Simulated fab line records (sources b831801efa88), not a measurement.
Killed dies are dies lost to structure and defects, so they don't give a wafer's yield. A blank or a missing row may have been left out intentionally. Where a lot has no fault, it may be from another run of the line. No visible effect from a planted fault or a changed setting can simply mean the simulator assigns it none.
Which tool did it? + flow gf180mcu + 10 lots, 30 wafers sampled, at 5 steps of a route of 602

== WHAT THE GAUGES SHOWED, per wafer ==
GF_VT_IMPLANT_OVL_MEAS_29.
| lot  | measured     | on         | VT_IMPLANT_02_OVL (nm) |
|------|--------------|------------|------------------------|
| L965 | day 6 21:26  | overlay-01 | 1.2 -0.4 1.3           |
| L966 | day 7 09:26  | overlay-02 | -1.0 -0.8 -0.1         |
| L970 | day 8 13:32  | overlay-02 | 0.6 0.4 -0.2           |
| L974 | day 9 11:31  | overlay-02 | 289.4 291.0 289.7      |
| L976 | day 9 23:34  | overlay-02 | 291.3 289.4 289.2      |
| L978 | day 10 13:29 | overlay-01 | 1.9 2.2 2.0            |
| L980 | day 11 00:40 | overlay-01 | -2.1 0.4 -0.9          |
| L983 | day 11 22:44 | overlay-01 | -0.2 0.3 1.4           |
| L985 | day 12 10:58 | overlay-02 | 3.0 3.5 3.7            |
| L987 | day 13 00:23 | overlay-01 | -0.2 -1.9 -1.6         |

GF_HV_LDD_TW_MEAS_23.
| lot  | measured     | on            | HV_LDD_2_TW    |
|------|--------------|---------------|----------------|
| L965 | day 10 19:10 | film metro-03 | 1061 1070 1071 |
| L966 | day 11 10:39 | film metro-01 | 1059 1055 1057 |
| L970 | day 12 21:27 | film metro-01 | 1056 1049 1055 |
| L974 | day 13 18:14 | film metro-01 | 1059 1053 1050 |
| L976 | day 14 10:20 | film metro-03 | 1060 1057 1063 |
| L978 | day 15 02:17 | film metro-01 | 1052 1051 1053 |
| L980 | day 15 16:02 | film metro-01 | 1053 1050 1051 |
| L983 | day 16 14:50 | film metro-04 | 1062 1059 1064 |
| L985 | day 17 05:37 | film metro-01 | 1053 1053 1053 |
| L987 | day 17 22:02 | film metro-01 | 1049 1056 1057 |

== TOOL THAT RAN EACH LOT (tool first, then ch and the chambers of the sampled wafers, then the start) ==
| lot  | GF_VT_IMPLANT_STRIP_20               | GF_VT_IMPLANT_EXPOSE_26             | GF_HV_LDD_STRIP_10                   |
|------|--------------------------------------|-------------------------------------|--------------------------------------|
| L965 | plasma asher-04 ch 0,1, day 6 06:14  | iline stepper-02 ch 0, day 6 13:44  | plasma asher-03 ch 0,1, day 10 00:40 |
| L966 | plasma asher-03 ch 0,1, day 6 17:26  | iline stepper-02 ch 0, day 7 01:25  | plasma asher-01 ch 0,1, day 10 15:22 |
| L970 | plasma asher-03 ch 0,1, day 7 21:16  | iline stepper-01 ch 0, day 8 05:38  | plasma asher-01 ch 0,1, day 12 01:44 |
| L974 | plasma asher-02 ch 0,1, day 8 17:34  | iline stepper-02 ch 0, day 9 02:28  | plasma asher-01 ch 0,1, day 12 21:38 |
| L976 | plasma asher-03 ch 0,1, day 9 06:00  | iline stepper-02 ch 0, day 9 14:57  | plasma asher-03 ch 0,1, day 13 12:50 |
| L978 | plasma asher-02 ch 0,1, day 9 19:04  | iline stepper-01 ch 0, day 10 04:25 | plasma asher-03 ch 0,1, day 14 04:52 |
| L980 | plasma asher-02 ch 1, day 10 06:52   | iline stepper-01 ch 0, day 10 15:57 | plasma asher-02 ch 0,1, day 14 17:50 |
| L983 | plasma asher-02 ch 0,1, day 11 03:34 | iline stepper-01 ch 0, day 11 13:37 | plasma asher-01 ch 0,1, day 15 16:50 |
| L985 | plasma asher-04 ch 0,1, day 11 15:43 | iline stepper-01 ch 0, day 12 01:03 | plasma asher-03 ch 1, day 16 06:50   |
| L987 | plasma asher-03 ch 0,1, day 12 04:21 | iline stepper-01 ch 0, day 12 14:28 | plasma asher-03 ch 0, day 16 22:26   |
- GF_VT_IMPLANT_STRIP_20: strips in O2/N2.
- GF_VT_IMPLANT_EXPOSE_26: exposes mask LVPWELL HV AREA, target cd 860 nm.
- GF_HV_LDD_STRIP_10: strips in O2/N2.

== WHAT THE TOOLS THEMSELVES READ (means of the sampled wafers that have a number; where no wafer has one, the mark that the record gives instead) ==
GF_VT_IMPLANT_STRIP_20.
| lot  | tool            | drypump motor current A (A) | heater power w (W) | oes product au (a.u.) | strip time to endpoint s (s) |
|------|-----------------|-----------------------------|--------------------|-----------------------|------------------------------|
| L965 | plasma asher-04 | 5.5                         | 300                | 0.711                 | 12.64                        |
| L966 | plasma asher-03 | 5.6                         | 292                | 0.718                 | 12.61                        |
| L970 | plasma asher-03 | 5.6                         | 295                | 0.714                 | 12.68                        |
| L974 | plasma asher-02 | 6.4                         | 333                | 0.712                 | 12.63                        |
| L976 | plasma asher-03 | 5.6                         | 287                | 0.713                 | 12.61                        |
| L978 | plasma asher-02 | 6.5                         | 309                | 0.713                 | 12.68                        |
| L980 | plasma asher-02 | 6.6                         | 285                | 0.714                 | 12.62                        |
| L983 | plasma asher-02 | 6.5                         | 307                | 0.714                 | 12.65                        |
| L985 | plasma asher-04 | 5.6                         | 300                | 0.712                 | 12.63                        |
| L987 | plasma asher-03 | 5.6                         | 294                | 0.718                 | 12.67                        |

GF_HV_LDD_STRIP_10.
| lot  | tool            | drypump motor current A (A) | heater power w (W) | oes product au (a.u.) | strip time to endpoint s (s) |
|------|-----------------|-----------------------------|--------------------|-----------------------|------------------------------|
| L965 | plasma asher-03 | 5.6                         | 286                | 0.718                 | 12.64                        |
| L966 | plasma asher-01 | 5.6                         | 309                | 0.720                 | 12.65                        |
| L970 | plasma asher-01 | 5.6                         | 311                | 0.716                 | 12.61                        |
| L974 | plasma asher-01 | 5.6                         | 305                | 0.714                 | 12.68                        |
| L976 | plasma asher-03 | 5.6                         | 288                | 0.716                 | 12.61                        |
| L978 | plasma asher-03 | 5.6                         | 294                | 0.721                 | 12.63                        |
| L980 | plasma asher-02 | 6.4                         | 332                | 0.714                 | 12.62                        |
| L983 | plasma asher-01 | 5.6                         | 333                | 0.715                 | 12.67                        |
| L985 | plasma asher-03 | 5.6                         | 301                | 0.715                 | 12.61                        |
| L987 | plasma asher-03 | 5.6                         | 273                | 0.718                 | 12.58                        |

== THE ANSWER, worked out from the rows above alone ==
Rule: the usual values come from the lots themselves. Put in order of their means at a reading, lots are off if they are a third of the lots or fewer, leave a main group of 4 or more, and stand apart from it by a gap of 3 or more times the standard deviation of the main group's means; of several such gaps the widest counts. The tables above print the reading to a certain number of digits; a main group whose means all agree to those digits is not used. Also off: a lot with no number at a reading for which 4 or more lots have one. Where the step has rows for the other lots, those lots are counted as sound. First the gauges in route order, then the tools' own readings, where a lot's mean is used as printed above. At the first step where some lot is off, the reading lying furthest off is the one used; lots without a number count as furthest.
Off: at GF_VT_IMPLANT_OVL_MEAS_29 (VT_IMPLANT_02_OVL), L974, L976. Main group: mean 0.5 nm, sd 1.5.
A tool fits if, at a process step before that reading, it ran every lot that is off, and no sound lot after the first of them. Those tools and the gauges at GF_VT_IMPLANT_OVL_MEAS_29 are tried in the same way. One fits: iline stepper-02 at GF_VT_IMPLANT_EXPOSE_26. A fault onset in the window from L966 (day 7 01:25, its last sound lot) to L974 (day 9 02:28, its first lot off) fits.

== WHAT THE SIMULATOR HAD INSERTED ==
Scanner matching overlay: iline stepper-02, from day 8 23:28 on, at GF_VT_IMPLANT_EXPOSE_26. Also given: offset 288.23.
Shown lots that were struck: L974, L976. The rule above reached the same finding.
